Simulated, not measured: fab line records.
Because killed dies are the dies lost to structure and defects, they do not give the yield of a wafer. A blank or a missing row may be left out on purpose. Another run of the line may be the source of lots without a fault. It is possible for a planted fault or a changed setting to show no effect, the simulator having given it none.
One fault through the eyes of 2 desks    flow gf180mcu    each desk holds nothing but its own numbers, with what lay behind them at the end

== FROM THE METROLOGY DESK ==
Means of the sampled wafers that have a number, per lot and without regard to the tool the lot ran on: this is what the gauges read. The brackets show how far a lot's mean lies from the usual mean; more than 4 standard deviations puts the lot out of limits, marked OUT.
Columns: A = cd_nm at GF_M3_CD_MEAS_14, usual 280.3 nm
lot   first seen here  A
L431  day 21 02:23     280.5
L432  day 21 17:22     281.5
L433  day 22 00:59     280.8
L435  day 22 12:13     279.4
L436  day 23 07:45     281.4
L437  day 23 10:23     282.9
L439  day 24 06:15     278.6
L444  day 26 05:09     281.2
L445  day 26 11:57     280.8
L447  day 26 22:43     279.5
L449  day 27 17:31     280.5
L450  day 27 22:50     276.7
L452  day 28 10:17     281.3
L453  day 28 12:45     278.9
This desk's finding: nothing out of limits on any of the 14 lots.

== TOOL OWNER'S DESK, cmp-01 ==
The tool's own readings at GF_V3_CMP_04 (polishes SiO2): means of the sampled wafers that have a number, for each lot that ran on this tool. The brackets show how far a lot's mean lies from the usual mean; more than 4 standard deviations puts the lot out of limits, marked OUT.
Columns: A = head_pressure_psi at GF_V3_CMP_04, usual 3.999 psi; B = motor_current_A at GF_V3_CMP_04, usual 11.9 A; C = time_to_endpoint_s at GF_V3_CMP_04, usual 79 s
lot   first seen here  A      B     C
L431  day 21 03:30     3.999  12.0  85
L433  day 22 02:06     3.999  12.2  76
L435  day 22 13:19     3.994  11.9  84
L436  day 23 08:49     3.999  11.5  77
L439  day 24 07:26     4.001  12.1  81
L444  day 26 06:29     3.997  12.2  81
L445  day 26 13:16     4.001  11.3  63
L447  day 26 23:52     4.011  11.7  56
This desk's finding: nothing out of limits on any of the 8 lots.

== PUT TOGETHER ==
The metrology desk saw nothing out of limits.
The desk of the tool owner found nothing out of limits.

== WHAT THE SIMULATOR HAD PUT IN ==
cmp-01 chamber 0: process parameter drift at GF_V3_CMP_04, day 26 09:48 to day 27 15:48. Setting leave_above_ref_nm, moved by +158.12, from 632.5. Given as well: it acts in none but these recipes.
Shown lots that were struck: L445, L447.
